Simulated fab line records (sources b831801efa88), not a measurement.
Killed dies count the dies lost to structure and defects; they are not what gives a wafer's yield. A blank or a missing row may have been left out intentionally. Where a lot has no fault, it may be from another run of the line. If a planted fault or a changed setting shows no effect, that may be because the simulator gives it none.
A lot that was struck, set against a sound lot | flow sky130 | 15 out of 708 route steps
Sound: wafers L434.3, L434.5, L434.6. Struck: wafers L442.4, L442.5, L442.6. The cause comes at the end.
Order at every step that has rows: each side's tool, ch and its chambers, its first start. Under that, the readings that differ: sound wafers | struck wafers | difference of the means | sigmas: that difference in standard deviations of wafers without a fault.
alike: words and numbers the same on both sides, and readings whose means are apart by under 2 such deviations; not compared: readings that were withheld, readings missing a value for some wafer, numbers with overlapping values and no deviation given by the record, and bounds like >300 which may hide the same value.
The two part at a step that has a row with sigmas, a row that says differs or no value, or rows on one side only. Numbers that have no deviation but don't overlap get no sigmas and don't part them. A reading that every wafer of one side lacks parts them only if that side has two wafers or more.

SKY_VT_ADJUST_PCH_TW_MEAS_10:
  struck on film-metro-04, day 15 01:39; sound on film-metro-02, day 12 16:35
  alike: VT_ADJUST_PCH_TW
then, 7 steps without rows for these wafers: SKY_SONOS_TUNNEL_DEHYDRATE_00 (time 60 s); SKY_SONOS_TUNNEL_HMDS_01 (prime time 60 s); SKY_SONOS_TUNNEL_COAT_02 (resist thk 1140 nm); SKY_SONOS_TUNNEL_SOFTBAKE_03 (time 60 s); SKY_SONOS_TUNNEL_EXPOSE_04 (exposes mask TUNM, target cd 410 nm); SKY_SONOS_TUNNEL_PEB_05; SKY_SONOS_TUNNEL_DEVELOP_06 (develop time 60 s).
SKY_SONOS_TUNNEL_CD_MEAS_07: the cd target is 410 nm.
  struck on cd-sem-02, day 16 03:57; sound on cd-sem-01, day 13 17:40
  alike: cd-nm
SKY_SONOS_TUNNEL_OVL_MEAS_08:
  struck on overlay-01, day 16 04:02; sound on overlay-02, day 13 17:46
  alike: SONOS_TUNNEL_OVL
then, 2 steps without rows for these wafers: SKY_SONOS_TUNNEL_IMPLANT_09; SKY_SONOS_TUNNEL_WET_ETCH_10 (etches SiO2 in dHF, target depth 14 nm, time 280 s).
SKY_SONOS_TUNNEL_STRIP_11: strips in SPM, time 600 s.
  sound on wet-bench-03 ch 3, day 13 18:01; struck on wet-bench-03 ch 3, day 16 04:17
  no value came back on the struck wafers for bath-guard-temp-C (C), bath-heat-duty-pct (%); on the sound wafers bath-guard-temp-C (C) reads 130.5 130.2 131.0
  reading                                           | sound | struck         | difference | sigmas
  model.NOVOLAK_of_SONOS_TUNNEL_COAT_02.thk-nm (nm) | 0 0 0 | 1140 1135 1137 | +1137      |
SKY_SONOS_TUNNEL_TW_MEAS_12:
  struck on film-metro-01, day 16 04:29; sound on film-metro-03, day 13 18:13
  reading         | sound             | struck            | difference | sigmas
  SONOS_TUNNEL_TW | 200.5 200.2 200.7 | 195.8 196.8 196.5 | -4.1       | -2
-- a jump in the record: the struck wafers' starts before and after are 33 days apart (it breaks off in module SONOS_TUNNEL and resumes in module PAD_OPEN, where the first step shown is number 708 of the route) --
SKY_PAD_OPEN_PROBE_99:
  struck on prober-01, day 49 06:28; sound on prober-01, day 47 17:09
  reading             | sound     | struck      | difference | sigmas
  killed-at-front-end | 27 18 17  | 417 410 420 | +395       | +81
  killed-dies         | 101 94 93 | 492 492 492 | +396       | +44
  killed-on-rim       | 21 19 18  | 96 96 96    | +77        | +21
  alike: killed_at_M0_to_M3, killed_at_M4_up, killed-at-contacts, killed-at-other, killed-open, killed-short
  not compared: hold

== WHERE THEY PART ==
Last at SKY_PAD_OPEN_PROBE_99 as far as this record goes, first at SKY_SONOS_TUNNEL_STRIP_11.

WHY: what the simulator had put in
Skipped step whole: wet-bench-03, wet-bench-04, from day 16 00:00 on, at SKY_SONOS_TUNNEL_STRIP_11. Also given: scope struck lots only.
